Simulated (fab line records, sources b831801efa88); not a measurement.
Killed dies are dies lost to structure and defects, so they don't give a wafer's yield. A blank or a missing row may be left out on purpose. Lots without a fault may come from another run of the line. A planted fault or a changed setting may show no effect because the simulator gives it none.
fab line records | flow sky130
record lots=10 wafers=30 last_day=50
route steps=708 shown LOCAL_INTERCONNECT@400 CONTACT@409 METAL1@436 PAD_OPEN@708
lots that met no fault: from a run of the same line without faults
start_h: hours from the record's first day to the start of the lot's first wafer shown | wait_h: hours since the lot's step before | " the same as in the row above | L1.1+2: a row that stands for several wafers | - no value, or no start given | * or withheld: withheld | < > ~ a bound
route shown NAME@n: a module of which the file shows steps, and the number in the route of the first | usual: mean/standard deviation of fault-free wafers | same: alike in all rows | chamber/n: place in a boat | sites: the reading at each site | _std_site: their standard deviation | _edge_site: outer sites' mean less inner sites' | radius_mm: how far each site lies from the wafer's centre | mask NAME#n: copy n | behind: the tool/chamber that last shaped the wafer | hold: why the lot was held/for how many hours/how that ended | device: the transistor (n, p or np) that didn't switch | end of line: the same wafers' tests at the end of the route | a step without rows: its recipe alone | killed: dies lost to structure and defects at the first sort, not the wafer's yield | map: a wafer's dies, x killed, . not, _ none there
set.NAME: the setting as run; set.NAME@STEP: as run at that earlier step | model.NAME: the simulator's own value behind a step, which no gauge read
steps of the route over a sample of lots; a table a step, a row a wafer
services: from which hour (start_h, from the record's first day; less than 0 if before it) a tool's chamber was out of use, for how many hours, and why
## steps
# step SKY_LOCAL_INTERCONNECT_ETCH_13
# recipe chemistry=N2/H2 target=BARC ion_energy_ev=200 bias_w=100 pressure_mtorr=30 n2_flow_sccm=100 h2_flow_sccm=200 icp_w=500 stop_on=SiO2 time_s=45.9 target_depth_a=600
# usual drypump_motor_current_A=5.97/0.25 oes_product_au=0.854/0.0048 throttle_valve_pct=13.224/0.0088
# columns lot.wafer tool chamber start_h wait_h drypump_motor_current_A oes_product_au rf_hours_counter_h throttle_valve_pct
L985.1 rie_metal-03 1 701.26 0.0 6.20 0.857 11 13.225
L985.4 " 0 " " 5.75 0.863 - 13.210
L985.6 " 1 " " 6.18 0.852 - 13.228
L987.4 rie_metal-02 1 706.97 0.0 5.54 0.853 - 13.229
L987.5 " 0 " " 5.90 0.856 - 13.239
L987.6 " 1 " " 5.56 0.860 - 13.230
L988.1 rie_metal-04 1 715.91 0.0 6.35 0.859 14 13.221
L988.2 " 0 " " 6.08 0.851 0 13.224
L988.4 " 0 " " 6.07 0.844 - 13.220
L992.1 rie_metal-04 0 747.46 0.0 6.09 0.863 2 13.242
L992.2 " 0 " " 6.09 0.846 - 13.212
L992.6 " 0 " " 6.09 0.852 - 13.214
L101.1 rie_metal-04 0 841.56 0.0 6.12 0.853 6 13.226
L101.4 " 1 " " 6.31 0.851 - 13.221
L101.5 " 0 " " 6.09 0.857 - 13.216
L100.2 rie_metal-03 1 851.91 0.0 6.19 0.849 3 13.235
L100.3 " 0 " " 5.74 0.856 - 13.233
L100.6 " 0 " " 5.75 0.852 - 13.218
L102.1 rie_metal-04 0 853.66 0.0 6.09 0.848 7 13.218
L102.3 " 0 " " 6.09 0.866 - 13.228
L102.5 " 0 " " 6.09 0.857 - 13.206
L105.2 rie_metal-03 1 866.40 0.0 6.18 0.851 3 13.231
L105.4 " 1 " " 6.19 0.847 - 13.228
L105.6 " 0 " " 5.70 0.863 - 13.221
L106.1 rie_metal-04 0 867.35 0.0 6.07 0.861 7 13.233
L106.2 " 1 " " 6.38 0.859 4 13.236
L106.5 " 0 " " 6.10 0.855 - 13.237
L107.1 rie_metal-04 1 877.46 0.0 6.36 0.855 5 13.233
L107.5 " 1 " " 6.36 0.855 - 13.223
L107.6 " 0 " " 6.08 0.854 - 13.224
# step SKY_CONTACT_THK_MEAS_03
# recipe reads=SiO2_of_CONTACT_HDPCVD_02
# usual CONTACT_HDPCVD_THK=562/6.8
# columns lot.wafer tool chamber start_h wait_h CONTACT_HDPCVD_THK[nm]
L985.1 film_metro-04 - 702.13 0.0 560
L985.4 " - " " 562
L985.6 " - " " 570
L987.4 film_metro-03 - 707.84 0.0 553
L987.5 " - " " 554
L987.6 " - " " 558
L988.1 film_metro-03 - 716.78 0.0 555
L988.2 " - " " 563
L988.4 " - " " 559
L992.1 film_metro-02 - 748.79 0.0 563
L992.2 " - " " 552
L992.6 " - " " 563
L101.1 film_metro-03 - 842.46 0.1 563
L101.4 " - " " 560
L101.5 " - " " 559
L100.2 film_metro-04 - 852.94 0.0 560
L100.3 " - " " 559
L100.6 " - " " 572
L102.1 film_metro-03 - 854.57 0.0 568
L102.3 " - " " 555
L102.5 " - " " 569
L105.2 film_metro-02 - 867.27 0.0 554
L105.4 " - " " 556
L105.6 " - " " 558
L106.1 film_metro-02 - 868.21 0.0 570
L106.2 " - " " 580
L106.5 " - " " 571
L107.1 film_metro-03 - 878.48 0.0 564
L107.5 " - " " 565
L107.6 " - " " 565
# step SKY_CONTACT_OVL_MEAS_15
# usual CONTACT_OVL=-5/4.7
# columns lot.wafer tool chamber start_h wait_h CONTACT_OVL[nm]
L985.1 overlay-02 - 730.47 0.1 -6
L985.4 " - " " 6
L985.6 " - " " -4
L987.4 overlay-01 - 736.82 0.1 -5
L987.5 " - " " -18
L987.6 " - " " -7
L988.1 overlay-02 - 744.43 0.1 -11
L988.2 " - " " -6
L988.4 " - " " -3
L992.1 overlay-02 - 775.97 0.1 -7
L992.2 " - " " -4
L992.6 " - " " -3
L101.1 overlay-02 - 868.77 0.1 -7
L101.4 " - " " -13
L101.5 " - " " -1
L100.2 overlay-01 - 879.23 0.1 -2
L100.3 " - " " -3
L100.6 " - " " 0
L102.1 overlay-02 - 880.82 0.1 -9
L102.3 " - " " -9
L102.5 " - " " -7
L105.2 overlay-01 - 893.21 0.1 0
L105.4 " - " " -8
L105.6 " - " " 0
L106.1 overlay-01 - 895.00 0.1 -2
L106.2 " - " " -11
L106.5 " - " " -12
L107.1 overlay-01 - 905.30 0.1 -4
L107.5 " - " " -3
L107.6 " - " " -8
# step SKY_METAL1_SPUTTER_02
# recipe material=AlCu target_thk_nm=250 power_w=10600 time_s=13.3 chamber_pressure_pa=0.4
# usual cathode_dc_power_W=10600/2.1 throttle_valve_pct=29.5/1
# columns lot.wafer tool chamber start_h wait_h cathode_dc_power_W throttle_valve_pct
L985.1 pvd_sputter-02 - 731.96 0.0 10599 29.4
L985.4 " - " " 10601 30.3
L985.6 " - " " 10599 30.7
L987.4 pvd_sputter-01 - 738.26 0.0 10600 29.6
L987.5 " - " " 10600 29.5
L987.6 " - " " 10599 28.3
L988.1 pvd_sputter-02 - 745.89 0.0 10604 30.8
L988.2 " - " " 10599 29.4
L988.4 " - " " 10597 30.2
L992.1 pvd_sputter-01 - 777.54 0.0 10600 28.0
L992.2 " - " " 10603 27.4
L992.6 " - " " 10601 29.6
L101.1 pvd_sputter-01 - 870.27 0.0 10598 30.0
L101.4 " - " " 10602 29.5
L101.5 " - " " 10609 27.7
L100.2 pvd_sputter-01 - 881.18 0.0 13048 27.7
L100.3 " - " " 13048 28.3
L100.6 " - " " 13049 30.4
L102.1 pvd_sputter-01 - 882.72 0.0 13050 28.3
L102.3 " - " " 13050 27.4
L102.5 " - " " 13045 27.8
L105.2 pvd_sputter-02 - 894.71 0.0 10601 30.5
L105.4 " - " " 10602 28.9
L105.6 " - " " 10601 30.6
L106.1 pvd_sputter-04 - 896.51 0.0 10601 29.1
L106.2 " - " " 10602 30.0
L106.5 " - " " 10599 28.8
L107.1 pvd_sputter-04 - 906.81 0.0 10600 28.9
L107.5 " - " " 10603 28.9
L107.6 " - " " 10601 31.0
# step SKY_METAL1_RS_MEAS_05
# recipe thk_meas_gauge=four-point-probe reads=TiN_of_METAL1_SPUTTER_04+Ti_of_METAL1_SPUTTER_03+AlCu_of_METAL1_SPUTTER_02+TiN_of_METAL1_SPUTTER_01+Ti_of_METAL1_SPUTTER_00
# usual METAL1_ALCU_RS=0.1267/0.0016
# columns lot.wafer tool chamber start_h wait_h METAL1_ALCU_RS[ohm/sq]
L985.1 film_metro-04 - 732.05 0.0 0.1267
L985.4 " - " " 0.1295
L985.6 " - " " 0.1277
L987.4 film_metro-02 - 738.41 0.1 0.1255
L987.5 " - " " 0.1265
L987.6 " - " " 0.1255
L988.1 film_metro-01 - 745.98 0.0 0.1300
L988.2 " - " " 0.1286
L988.4 " - " " 0.1293
L992.1 film_metro-01 - 777.64 0.0 0.1248
L992.2 " - " " 0.1266
L992.6 " - " " 0.1257
L101.1 film_metro-02 - 870.37 0.0 0.1260
L101.4 " - " " 0.1270
L101.5 " - " " 0.1264
L100.2 film_metro-01 - 881.29 0.0 0.1017
L100.3 " - " " 0.1017
L100.6 " - " " 0.1010
L102.1 film_metro-04 - 882.81 0.0 0.1026
L102.3 " - " " 0.1031
L102.5 " - " " 0.1027
L105.2 film_metro-04 - 894.82 0.0 0.1296
L105.4 " - " " 0.1254
L105.6 " - " " 0.1270
L106.1 film_metro-02 - 896.60 0.0 0.1249
L106.2 " - " " 0.1253
L106.5 " - " " 0.1243
L107.1 film_metro-01 - 906.90 0.0 0.1253
L107.5 " - " " 0.1260
L107.6 " - " " 0.1277
# step SKY_METAL1_THK_MEAS_06
# recipe thk_meas_gauge=xrf reads=AlCu_of_METAL1_SPUTTER_02
# usual METAL1_ALCU_THK=246.5/3
# columns lot.wafer tool chamber start_h wait_h METAL1_ALCU_THK[nm]
L985.1 film_metro-04 - 732.17 0.1 248.3
L985.4 " - " " 241.2
L985.6 " - " " 245.6
L987.4 film_metro-02 - 738.50 0.1 248.2
L987.5 " - " " 244.9
L987.6 " - " " 247.5
L988.1 film_metro-01 - 746.10 0.1 241.7
L988.2 " - " " 241.8
L988.4 " - " " 241.5
L992.1 film_metro-01 - 777.76 0.1 249.7
L992.2 " - " " 246.1
L992.6 " - " " 249.5
L101.1 film_metro-02 - 870.49 0.1 248.6
L101.4 " - " " 245.4
L101.5 " - " " 246.8
L100.2 film_metro-01 - 881.40 0.1 303.7
L100.3 " - " " 308.3
L100.6 " - " " 308.2
L102.1 film_metro-04 - 882.93 0.1 302.3
L102.3 " - " " 298.8
L102.5 " - " " 301.2
L105.2 film_metro-04 - 894.93 0.1 241.7
L105.4 " - " " 247.8
L105.6 " - " " 244.1
L106.1 film_metro-02 - 896.72 0.1 249.0
L106.2 " - " " 249.1
L106.5 " - " " 252.2
L107.1 film_metro-01 - 907.02 0.1 249.9
L107.5 " - " " 247.4
L107.6 " - " " 245.4
# step SKY_METAL1_METAL_ETCH_19
# recipe target_depth_a=3600 stop_on=SiO2 over_etch_frac=0.3 time_s=78 chemistry=Cl2/BCl3 resist_sidewall_deg=88 pressure_mtorr=10 icp_w=900 bias_w=48.5 Cl2_flow_sccm=60 bcl3_flow_sccm=30
# usual drypump_motor_current_A=5.83/0.29 oes_product_au=0.854/0.0069 throttle_valve_pct=22.264/0.0091
# columns lot.wafer tool chamber start_h wait_h drypump_motor_current_A oes_product_au rf_hours_counter_h throttle_valve_pct
L985.1 rie_metal-03 1 759.49 0.0 6.16 0.845 14 22.262
L985.4 " 1 " " 6.15 0.852 - 22.267
L985.6 " 1 " " 6.15 0.861 - 22.262
L987.4 rie_metal-02 0 765.58 0.1 5.93 0.853 - 22.263
L987.5 " 1 " " 5.56 0.862 - 22.265
L987.6 " 0 " " 5.91 0.858 - 22.250
L988.1 rie_metal-01 0 772.99 0.0 5.54 0.845 5 22.259
L988.2 " 1 " " 6.25 0.845 13 22.267
L988.4 " 1 " " 6.23 0.844 - 22.269
L992.1 rie_metal-03 0 804.90 0.0 5.75 0.861 14 22.274
L992.2 " 1 " " 6.19 0.855 1 22.261
L992.6 " 1 " " 6.18 0.862 - 22.276
L101.1 rie_metal-02 1 896.64 0.0 5.55 0.862 8 22.269
L101.4 " 0 " " 5.91 0.855 - 22.247
L101.5 " 0 " " 5.89 0.857 - 22.269
L100.2 rie_metal-03 1 907.60 0.0 6.17 0.895 5 22.255
L100.3 " 0 " " 5.69 0.883 - 22.270
L100.6 " 0 " " 5.73 0.895 - 22.283
L102.1 rie_metal-02 1 908.99 0.0 5.56 0.879 8 22.243
L102.3 " 0 " " 5.91 0.890 - 22.275
L102.5 " 0 " " 5.91 0.879 - 22.263
L105.2 rie_metal-03 0 920.89 0.0 5.77 0.851 19 22.253
L105.4 " 1 " " 6.20 0.857 - 22.247
L105.6 " 0 " " 5.76 0.849 - 22.276
L106.1 rie_metal-01 0 923.04 0.1 5.53 0.868 11 22.261
L106.2 " 0 " " 5.53 0.863 - 22.241
L106.5 " 0 " " 5.53 0.856 - 22.264
L107.1 rie_metal-03 1 932.69 0.1 6.18 0.859 6 22.258
L107.5 " 1 " " 6.14 0.860 - 22.261
L107.6 " 1 " " 6.14 0.854 - 22.273
# step SKY_PAD_OPEN_PROBE_99
# usual defect_limited_yield=82.6/2 killed_at_M0_to_M3=43/7.3 killed_at_M4_up=3.4/1.7 killed_at_contacts=24/4.5 killed_at_front_end=16/4.4 killed_at_other=0.2/0.51 killed_dies=86/9.7 killed_open=46/6.6 killed_short=39/7.1 sort_bin_3_pad_short=0.9/0.45 sort_bin_5_function=10.4/1.4 sort_bin_6_memory=6.2/1.2 sort_n_pass=406/9.7 sort_yield_pct=82.6/2
# same gross_dies=492 killed_at_back_side=0 sort_bin_4_leakage[%]=0 sort_bin_8_speed[%]=0
# columns lot.wafer tool chamber start_h wait_h defect_limited_yield[%] killed_at_M0_to_M3 killed_at_M4_up killed_at_contacts killed_at_front_end killed_at_other killed_dies killed_open killed_short sort_bin_3_pad_short[%] sort_bin_5_function[%] sort_bin_6_memory[%] sort_n_pass sort_yield_pct[%]
L987.4 prober-01 - 1076.83 0.2 85.2 27 5 19 22 0 73 43 30 0.8 9.3 4.7 419 85.2
L987.5 prober-01 - 1076.88 0.2 80.7 52 3 24 16 0 95 48 46 1.6 11.2 6.5 397 80.7
L987.6 prober-01 - 1076.93 0.2 83.9 40 4 19 16 0 79 50 28 0.6 10.4 5.1 413 83.9
L101.1 prober-01 - 1171.09 0.1 83.1 36 5 29 13 0 83 48 35 0.6 9.3 6.9 409 83.1
L101.4 prober-01 - 1171.24 0.2 78.3 55 4 26 22 0 107 64 43 0.4 14.6 6.7 385 78.3
L101.5 prober-01 - 1171.29 0.2 81.5 46 3 23 19 0 91 53 38 0.4 12.6 5.5 401 81.5
L102.1 prober-01 - 1183.03 0.1 82.7 44 4 26 10 1 85 37 48 1.0 9.8 6.5 407 82.7
L102.3 prober-01 - 1183.13 0.2 83.1 44 3 23 12 1 83 39 44 1.6 8.7 6.5 409 83.1
L102.5 prober-01 - 1183.23 0.2 83.3 38 2 28 14 0 82 49 33 1.0 11.2 4.5 410 83.3
# killed by level:class
L987.4 CONTACT:geometric_particle:open=11 VIA1:geometric_particle:open=9 FIELD_ISO:geometric_particle:open=6 FIELD_ISO:geometric_particle:short=5 POLY_GATE:geometric_particle:short=5 CONTACT:geometric_particle:short=5 VIA2:geometric_particle:open=5 VIA3:geometric_particle:open=4
L987.5 VIA1:geometric_particle:open=10 CONTACT:geometric_particle:short=8 METAL1:geometric_particle:short=7 CONTACT:geometric_particle:open=7 VIA2:geometric_particle:short=7 VIA3:geometric_particle:open=7 FIELD_ISO:geometric_particle:open=6 VIA1:geometric_particle:short=5
L987.6 VIA1:geometric_particle:open=11 CONTACT:geometric_particle:open=9 VIA2:geometric_particle:open=8 VIA3:geometric_particle:short=6 FIELD_ISO:geometric_particle:open=5 CONTACT:geometric_particle:short=5 VIA3:geometric_particle:open=5 LI_CONTACT:geometric_particle:open=4
L101.1 LI_CONTACT:geometric_particle:open=11 VIA1:geometric_particle:open=8 CONTACT:geometric_particle:open=8 METAL1:geometric_particle:short=6 METAL2:geometric_particle:short=6 FIELD_ISO:geometric_particle:open=5 VIA3:geometric_particle:open=5 CONTACT:geometric_particle:short=4
L101.4 VIA1:geometric_particle:open=13 FIELD_ISO:geometric_particle:open=8 CONTACT:geometric_particle:short=7 CONTACT:geometric_particle:open=6 VIA2:geometric_particle:open=6 LI_CONTACT:geometric_particle:open=5 METAL2:geometric_particle:short=5 VIA3:geometric_particle:open=5
L101.5 CONTACT:geometric_particle:open=9 VIA1:geometric_particle:open=9 VIA2:geometric_particle:open=8 METAL3:geometric_particle:short=7 LI_CONTACT:geometric_particle:open=6 CONTACT:geometric_particle:short=5 METAL2:geometric_particle:short=5 FIELD_ISO:geometric_particle:short=4
L102.1 VIA1:geometric_particle:open=9 VIA1:geometric_particle:short=8 LI_CONTACT:geometric_particle:short=7 LOCAL_INTERCONNECT:geometric_particle:short=6 CONTACT:geometric_particle:open=6 METAL2:geometric_particle:short=5 LI_CONTACT:geometric_particle:open=4 METAL1:geometric_particle:short=4
L102.3 CONTACT:geometric_particle:open=12 METAL2:geometric_particle:short=9 VIA1:geometric_particle:open=8 METAL1:geometric_particle:short=7 VIA3:geometric_particle:open=7 FIELD_ISO:geometric_particle:short=5 LOCAL_INTERCONNECT:geometric_particle:short=4 CONTACT:geometric_particle:short=3
L102.5 VIA1:geometric_particle:open=12 LI_CONTACT:geometric_particle:open=9 VIA1:geometric_particle:short=7 VIA3:geometric_particle:open=7 CONTACT:geometric_particle:open=6 CONTACT:geometric_particle:short=5 METAL2:geometric_particle:short=5 FIELD_ISO:geometric_particle:open=3
## services
# columns tool chamber start_h hours kind
rie_metal-04 0 690.86 - clean
rie_metal-04 0 690.86 17.5 scheduled_down
rie_metal-04 0 690.86 17.5 vent_cycle
rie_metal-04 - 696.59 14.6 pm
pvd_sputter-04 - 721.46 2.0 repair
rie_metal-04 1 738.55 - clean
rie_metal-04 1 738.55 15.2 scheduled_down
rie_metal-04 1 738.55 15.2 vent_cycle
pvd_sputter-02 - 743.03 1.1 repair
pvd_sputter-01 - 748.70 4.8 repair
pvd_sputter-02 - 757.44 3.7 repair
rie_metal-03 1 759.58 - clean
rie_metal-03 1 759.58 22.1 scheduled_down
rie_metal-03 1 759.58 22.1 vent_cycle
pvd_sputter-02 - 782.71 1.2 repair
pvd_sputter-02 - 791.87 1.8 repair
pvd_sputter-02 - 802.97 4.8 repair
pvd_sputter-02 - 834.71 1.1 repair
pvd_sputter-01 0 872.37 - consumable_replace:kit
pvd_sputter-02 - 887.64 3.4 repair
pvd_sputter-01 - 890.77 4.1 repair
pvd_sputter-02 - 904.31 11.8 repair
pvd_sputter-01 - 925.11 1.4 repair
rie_metal-03 0 927.17 20.9 repair
## key
first_sign step=SKY_METAL1_SPUTTER_02 reading=cathode_dc_power_W direction=up sigmas=99+ usual=10600 struck=13048
effect step=SKY_METAL1_RS_MEAS_05 reading=METAL1_ALCU_RS direction=down sigmas=16 usual=0.1267 struck=0.1021
effect step=SKY_METAL1_THK_MEAS_06 reading=METAL1_ALCU_THK direction=up sigmas=19 usual=246.5 struck=303.8
effect step=SKY_METAL1_METAL_ETCH_19 reading=oes_product_au direction=up sigmas=4.7 usual=0.854 struck=0.887
met_at SKY_METAL1_SPUTTER_02
struck_lots L100,L102
not_acting_at SKY_LOCAL_INTERCONNECT_ETCH_13,SKY_CONTACT_THK_MEAS_03,SKY_CONTACT_OVL_MEAS_15
onset_between 870.27 881.18
fault kind=process_parameter_drift tool=pvd_sputter-01 chamber=- onset_h=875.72 steps=SKY_METAL1_SPUTTER_02 channel=power_w offset=* shape=step end_h=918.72 acts_in=* stated=*
